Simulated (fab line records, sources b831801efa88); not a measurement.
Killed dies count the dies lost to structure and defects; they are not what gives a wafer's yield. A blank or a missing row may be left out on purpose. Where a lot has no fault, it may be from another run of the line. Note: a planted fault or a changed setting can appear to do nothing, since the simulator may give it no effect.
The tool behind it: which one? -- flow gf180mcu -- 39 wafers from 13 lots sampled at 5 of the route's 602 steps

## WHAT EACH GAUGE READ, for each wafer
GF_MVSD_OVL_MEAS_07. Usual: MVSD_OVL typically reads -0.5 nm, with standard deviation 1.5.
lot,measured,on,MVSD_OVL (nm),flag
L424,day 4 09:59,overlay-02,-3.0 -3.2 -2.8,
L425,day 4 15:35,overlay-02,-2.0 1.7 -1.8,
L427,day 5 02:41,overlay-01,2.5 2.0 1.0,
L428,day 5 08:05,overlay-01,-0.5 0.0 1.2,
L429,day 5 15:35,overlay-01,-1.5 -1.5 -3.2,
L430,day 5 20:37,overlay-02,- - -,OFF
L431,day 6 04:31,overlay-01,- - -,OFF
L434,day 6 21:44,overlay-02,-0.3 -1.9 -0.8,
L439,day 8 04:11,overlay-02,2.2 0.5 2.2,
L441,day 8 14:50,overlay-01,0.0 0.3 1.4,
L443,day 9 01:37,overlay-02,-0.5 -0.4 -0.9,
L444,day 9 05:59,overlay-02,0.3 -0.7 -2.4,
L445,day 9 11:45,overlay-01,0.6 -0.7 0.1,

GF_MVPSD_TW_MEAS_11. Usual: MVPSD_TW typically reads 555, with standard deviation 7.7.
lot,measured,on,MVPSD_TW,flag
L424,day 5 00:31,film-metro-04,553 554 554,
L425,day 5 06:29,film-metro-01,562 561 562,
L427,day 5 17:37,film-metro-03,545 545 548,
L428,day 5 23:55,film-metro-04,560 556 556,
L429,day 6 07:19,film-metro-01,567 562 565,
L430,day 6 12:31,film-metro-01,1635 1635 1635 1634 1631 1630,OFF
L431,day 6 19:43,film-metro-04,1598 1607 1600 1602 1596 1605,OFF
L434,day 7 14:32,film-metro-03,547 546 548,
L439,day 8 21:28,film-metro-03,548 548 548,
L441,day 9 07:37,film-metro-03,545 549 547,
L443,day 9 19:37,film-metro-03,549 546 546,
L444,day 9 23:43,film-metro-03,545 547 547,
L445,day 10 05:26,film-metro-03,546 546 546,

GF_POLY_GATE_OVL_MEAS_11. Usual: POLY_GATE_OVL typically reads 4 nm, with standard deviation 5.8.
lot,measured,on,POLY_GATE_OVL (nm),flag
L424,day 9 05:15,overlay-01,19 10 10,
L425,day 9 10:10,overlay-02,9 3 6,
L427,day 10 00:52,overlay-01,2 11 9,
L428,day 10 07:21,overlay-02,1 1 1,
L429,day 10 14:52,overlay-01,-1 6 10,
L434,day 12 15:40,overlay-01,5 6 5,
L439,day 14 00:30,overlay-02,-5 -4 -5,
L441,day 14 11:06,overlay-01,-1 5 -1,
L443,day 15 02:27,overlay-01,-4 9 0,
L444,day 15 02:23,overlay-02,2 7 4,
L445,day 15 08:34,overlay-02,3 -3 2,

GF_HV_LDD_THK_MEAS_55. Usual: HV_LDD_CVD_54_THK typically reads 10.05 nm, with standard deviation 0.14.
lot,measured,on,HV_LDD_CVD_54_THK (nm),flag
L424,day 12 07:17,film-metro-03,10.02 10.17 9.96,
L425,day 12 11:19,film-metro-01,9.92 10.11 10.08,
L427,day 13 08:35,film-metro-03,10.09 9.96 9.98,
L428,day 13 15:52,film-metro-03,10.02 10.02 9.94,
L429,day 14 02:32,film-metro-01,9.99 10.00 9.81,
L434,day 16 07:31,film-metro-03,10.31 10.31 10.16,
L439,day 18 00:28,film-metro-04,10.00 10.07 10.00,
L441,day 18 08:13,film-metro-01,10.01 10.05 9.87,
L443,day 19 05:43,film-metro-01,9.79 9.86 9.85,
L444,day 19 02:10,film-metro-01,10.10 10.10 10.12,
L445,day 19 09:01,film-metro-03,9.82 9.91 9.86,

## WHICH TOOL RAN EACH LOT (tool, then ch and the chambers of the sampled wafers, then the start)
lot,GF_MVSD_COAT_02
L424,"litho-track-02 ch 0, day 4 02:52"
L425,"litho-track-02 ch 0, day 4 08:36"
L427,"litho-track-02 ch 0, day 4 19:31"
L428,"litho-track-03 ch 0, day 5 01:04"
L429,"litho-track-04 ch 0, day 5 07:49"
L430,"litho-track-02, day 5 12:49"
L431,"litho-track-02, day 5 20:55"
L434,"litho-track-02 ch 0, day 6 13:52"
L439,"litho-track-02 ch 0, day 7 20:03"
L441,"litho-track-04 ch 0, day 8 06:28"
L443,"litho-track-02 ch 0, day 8 16:58"
L444,"litho-track-02 ch 0, day 8 21:22"
L445,"litho-track-04 ch 0, day 9 02:28"
- GF_MVSD_COAT_02: resist thk 3000 nm.

## AS READ BY THE TOOLS THEMSELVES (means over the sampled wafers that have a number; for cases with no such wafer, the mark the record gives instead)
GF_MVSD_COAT_02. Usual: chill-plate-temp-C 23.00 C, standard deviation 0.12; dispense-pressure-kPa 50.5 kPa, standard deviation 0.78; exhaust-pa 44.7 Pa, standard deviation 0.78.
lot,tool,chill-plate-temp-C (C),dispense-pressure-kPa (kPa),exhaust-pa (Pa),flag
L424,litho-track-02,22.98,51.0,42.8,
L425,litho-track-02,23.01,51.0,43.8,
L427,litho-track-02,23.00,51.0,44.6,
L428,litho-track-03,22.91,49.0,44.3,
L429,litho-track-04,23.04,50.8,44.9,
L430,litho-track-02,-,-,-,OFF
L431,litho-track-02,-,-,-,OFF
L434,litho-track-02,23.20,51.0,45.3,
L439,litho-track-02,23.10,51.0,45.9,
L441,litho-track-04,22.98,50.8,44.1,
L443,litho-track-02,23.01,51.0,44.6,
L444,litho-track-02,22.91,51.0,44.5,
L445,litho-track-04,22.97,50.7,43.8,

## THE ANSWER, worked out from the rows above alone
Rule: take the mean of a lot's wafers that have a number; if it is more than 3 standard deviations from the usual mean, the lot is off. Also off: a lot with no number at a reading for which 4 or more lots have one. Any other lot the step has rows for is counted as sound. Order of review: gauges by route order, followed by the tools' own readings, for which a lot's mean as printed above is used. At the first step where some lot is off, the reading lying furthest off is the one used; lots without a number count as furthest.
Off: at GF_MVSD_OVL_MEAS_07 (MVSD_OVL), L430, L431. Without a number there: L430, L431.
A tool fits if, at a process step before that reading, it ran every lot that is off, and no sound lot after the first of them. The gauges at GF_MVSD_OVL_MEAS_07 aren't tried: what is off there is off at GF_MVPSD_TW_MEAS_11 too, on other tools, and a gauge's error can't cause that. No candidate that was tried fits.

## WHAT THE SIMULATOR PUT IN
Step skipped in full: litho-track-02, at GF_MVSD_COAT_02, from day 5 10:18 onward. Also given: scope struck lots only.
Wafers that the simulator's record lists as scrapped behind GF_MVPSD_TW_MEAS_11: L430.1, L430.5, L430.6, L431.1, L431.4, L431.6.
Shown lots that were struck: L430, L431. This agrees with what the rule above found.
